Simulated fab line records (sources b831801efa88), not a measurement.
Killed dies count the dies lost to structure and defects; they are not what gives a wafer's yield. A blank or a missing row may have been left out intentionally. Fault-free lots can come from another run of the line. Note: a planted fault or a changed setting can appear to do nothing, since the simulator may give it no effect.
Which tool was responsible? | flow gf180mcu | 13 lots with 39 wafers sampled at 5 steps, on a route of 602 steps

## WHAT THE GAUGES READ, wafer by wafer
GF_DUAL_GATE_THK_MEAS_03. Usual: for DUAL_GATE_OXIDATION_00_THK the level is 10.88 nm and the standard deviation is 0.21.
lot  | measured     | on            | DUAL_GATE_OXIDATION_00_THK (nm) | flag
L858 | day 7 15:43  | film-metro-02 | 10.98 10.81 11.03               |
L859 | day 7 21:45  | film-metro-04 | 10.73 10.81 10.70               |
L860 | day 8 06:26  | film-metro-03 | 11.05 11.03 10.98               |
L861 | day 8 12:44  | film-metro-04 | 10.82 11.04 11.02               |
L862 | day 8 17:44  | film-metro-04 | 10.83 11.03 11.03               |
L863 | day 9 01:56  | film-metro-04 | 11.09 11.10 11.18               |
L868 | day 10 18:03 | film-metro-02 | 11.14 11.01 11.15               |
L870 | day 11 04:40 | film-metro-04 | 10.72 10.88 10.58               |
L871 | day 11 09:41 | film-metro-04 | 11.03 10.97 10.90               |
L873 | day 11 23:16 | film-metro-03 | 10.87 10.87 10.88               |
L876 | day 12 19:01 | film-metro-02 | 11.00 10.72 10.90               |
L878 | day 13 07:05 | film-metro-03 | 10.84 10.77 10.95               |
L881 | day 14 05:58 | film-metro-04 | 10.64 10.53 10.65               |

GF_HV_LDD_CD_MEAS_46: target cd 400 nm. Usual: cd-nm 399.5 nm, standard deviation 2.1.
lot  | measured     | on        | cd-nm (nm)        | flag
L858 | day 12 07:44 | cd-sem-01 | 400.6 402.3 400.1 |
L859 | day 12 17:13 | cd-sem-01 | 401.0 403.0 401.3 |
L860 | day 12 23:57 | cd-sem-01 | 399.6 398.4 398.5 |
L861 | day 13 08:31 | cd-sem-01 | 398.8 397.4 397.9 |
L862 | day 13 16:09 | cd-sem-02 | 397.0 398.3 397.5 |
L863 | day 14 01:13 | cd-sem-01 | 396.2 398.7 397.3 |
L868 | day 15 23:06 | cd-sem-01 | 397.4 399.3 397.7 |
L870 | day 16 12:41 | cd-sem-01 | 396.2 396.1 395.4 |
L871 | day 16 20:31 | cd-sem-01 | 399.7 400.4 401.3 |
L873 | day 17 10:53 | cd-sem-01 | 404.3 404.2 406.0 |
L876 | day 18 10:56 | cd-sem-01 | 401.1 400.4 401.3 |
L878 | day 19 01:28 | cd-sem-02 | 400.9 398.6 398.1 |
L881 | day 20 04:22 | cd-sem-01 | 397.4 398.7 398.2 |

## EACH LOT AND THE TOOL THAT RAN IT (in order: tool; ch and the chambers of the sampled wafers; start)
lot  | GF_STI_COAT_07                   | GF_STI_STRIP_15                     | GF_POLY_GATE_STRIP_14
L858 | litho-track-04 ch 0, day 1 19:17 | plasma-asher-04 ch 0,1, day 2 01:35 | plasma-asher-02 ch 0,1, day 9 05:04
L859 | litho-track-03 ch 0, day 2 00:04 | plasma-asher-02 ch 0,1, day 2 06:47 | plasma-asher-03 ch 0,1, day 9 11:25
L860 | litho-track-03 ch 0, day 2 06:35 | plasma-asher-02 ch 1, day 2 13:21   | plasma-asher-02 ch 0,1, day 9 19:29
L861 | litho-track-04 ch 0, day 2 11:13 | plasma-asher-04 ch 0,1, day 2 17:43 | plasma-asher-03 ch 0,1, day 10 03:10
L862 | litho-track-04 ch 0, day 2 15:14 | plasma-asher-04 ch 0,1, day 2 21:48 | plasma-asher-03 ch 1, day 10 07:40
L863 | litho-track-04 ch 0, day 2 20:22 | plasma-asher-04 ch 0, day 3 02:44   | plasma-asher-03 ch 1, day 10 16:44
L868 | litho-track-04 ch 0, day 3 22:17 | plasma-asher-02 ch 0,1, day 4 05:35 | plasma-asher-03 ch 0,1, day 12 10:56
L870 | litho-track-04 ch 0, day 4 09:02 | plasma-asher-03 ch 0,1, day 4 16:03 | plasma-asher-02 ch 0,1, day 12 21:43
L871 | litho-track-02 ch 0, day 4 13:59 | plasma-asher-02 ch 0,1, day 4 21:46 | plasma-asher-03 ch 0,1, day 13 03:16
L873 | litho-track-04 ch 0, day 5 01:16 | plasma-asher-04 ch 0,1, day 5 08:18 | plasma-asher-03 ch 0,1, day 13 17:20
L876 | litho-track-04 ch 0, day 5 14:49 | plasma-asher-03 ch 0, day 5 22:02   | plasma-asher-04 ch 0,1, day 14 14:31
L878 | litho-track-04 ch 0, day 6 01:34 | plasma-asher-02 ch 0,1, day 6 09:40 | plasma-asher-04 ch 0,1, day 15 03:39
L881 | litho-track-04 ch 0, day 6 16:19 | plasma-asher-03 ch 0,1, day 7 00:20 | plasma-asher-04 ch 0,1, day 16 04:14
- GF_STI_COAT_07: resist thk 700 nm.
- GF_STI_STRIP_15: strips in O2/N2.
- GF_POLY_GATE_STRIP_14: strips in O2/N2.

## WHAT THE TOOLS THEMSELVES READ (means of the sampled wafers that have a number; where no wafer has one, the mark that the record gives instead)
GF_STI_COAT_07. Usual: exhaust-pa 45.3 Pa, standard deviation 0.93; resist-line-temp-C 22.99 C, standard deviation 0.086.
lot  | tool           | exhaust-pa (Pa) | resist-line-temp-C (C) | flag
L858 | litho-track-04 | 44.5            | 23.00                  |
L859 | litho-track-03 | 45.8            | 23.05                  |
L860 | litho-track-03 | 44.6            | 22.90                  |
L861 | litho-track-04 | 44.0            | 23.02                  |
L862 | litho-track-04 | 45.3            | 22.91                  |
L863 | litho-track-04 | 46.5            | 23.01                  |
L868 | litho-track-04 | 45.1            | 22.93                  |
L870 | litho-track-04 | 44.4            | 23.01                  |
L871 | litho-track-02 | 44.6            | 23.05                  |
L873 | litho-track-04 | 46.7            | 22.99                  |
L876 | litho-track-04 | 45.2            | 23.00                  |
L878 | litho-track-04 | 44.5            | 22.96                  |
L881 | litho-track-04 | 45.9            | 23.02                  |

GF_STI_STRIP_15. Usual: drypump-motor-current-A 5.7 A, standard deviation 0.49; heater-power-w 347 W, standard deviation 59; oes-product-au 0.384 a.u., standard deviation 0.0047; strip-time-to-endpoint-s 3.74 s, standard deviation 0.046.
lot  | tool            | drypump-motor-current-A (A) | heater-power-w (W) | oes-product-au (a.u.) | strip-time-to-endpoint-s (s) | flag
L858 | plasma-asher-04 | 5.7                         | 301                | 0.382                 | 3.71                         |
L859 | plasma-asher-02 | 5.2                         | 415                | 0.383                 | 3.75                         |
L860 | plasma-asher-02 | 6.1                         | 348                | 0.384                 | 3.78                         |
L861 | plasma-asher-04 | 5.5                         | 319                | 0.384                 | 3.74                         |
L862 | plasma-asher-04 | 5.6                         | 324                | 0.383                 | 3.73                         |
L863 | plasma-asher-04 | 5.8                         | 282                | 0.387                 | 3.74                         |
L868 | plasma-asher-02 | 5.7                         | 375                | 0.385                 | 3.76                         |
L870 | plasma-asher-03 | 6.1                         | 321                | 0.385                 | 3.78                         |
L871 | plasma-asher-02 | 5.2                         | 415                | 0.385                 | 3.84                         |
L873 | plasma-asher-04 | 5.7                         | 302                | 0.379                 | 3.74                         |
L876 | plasma-asher-03 | 6.1                         | 343                | 0.386                 | 3.78                         |
L878 | plasma-asher-02 | 5.2                         | 415                | 0.380                 | 3.72                         |
L881 | plasma-asher-03 | 6.0                         | 299                | 0.382                 | 3.73                         |

GF_POLY_GATE_STRIP_14. Usual: drypump-motor-current-A 5.7 A, standard deviation 0.49; heater-power-w 344 W, standard deviation 58; oes-product-au 0.505 a.u., standard deviation 0.0049.
lot  | tool            | drypump-motor-current-A (A) | heater-power-w (W) | oes-product-au (a.u.) | flag
L858 | plasma-asher-02 | 5.2                         | 414                | 0.509                 |
L859 | plasma-asher-03 | 6.0                         | 305                | 0.506                 |
L860 | plasma-asher-02 | 5.7                         | 385                | 0.498                 |
L861 | plasma-asher-03 | 6.0                         | 302                | 0.505                 |
L862 | plasma-asher-03 | 6.0                         | 282                | 0.503                 |
L863 | plasma-asher-03 | 6.0                         | 285                | 0.501                 |
L868 | plasma-asher-03 | 6.1                         | 323                | 0.505                 |
L870 | plasma-asher-02 | 5.7                         | 377                | 0.505                 |
L871 | plasma-asher-03 | 6.1                         | 316                | 0.506                 |
L873 | plasma-asher-03 | 6.1                         | 319                | 0.509                 |
L876 | plasma-asher-04 | 5.5                         | 320                | 0.506                 |
L878 | plasma-asher-04 | 5.6                         | 323                | 0.503                 |
L881 | plasma-asher-04 | 5.6                         | 321                | 0.503                 |

## THE ANSWER, worked out from the rows above alone
Rule: take the mean of a lot's wafers that have a number; if it is more than 3 standard deviations from the usual mean, the lot is off. Also off: a lot with no number at a reading for which 4 or more lots have one. The other lots that the step has rows for count as sound. Order of review: gauges by route order, followed by the tools' own readings, for which a lot's mean as printed above is used. The first step at which some lot is off is used, and at that step the reading that is off furthest; a lot without a number counts as furthest.
No lot is off at any reading shown: from this, nothing can be told.

## WHAT THE SIMULATOR HAD PUT IN
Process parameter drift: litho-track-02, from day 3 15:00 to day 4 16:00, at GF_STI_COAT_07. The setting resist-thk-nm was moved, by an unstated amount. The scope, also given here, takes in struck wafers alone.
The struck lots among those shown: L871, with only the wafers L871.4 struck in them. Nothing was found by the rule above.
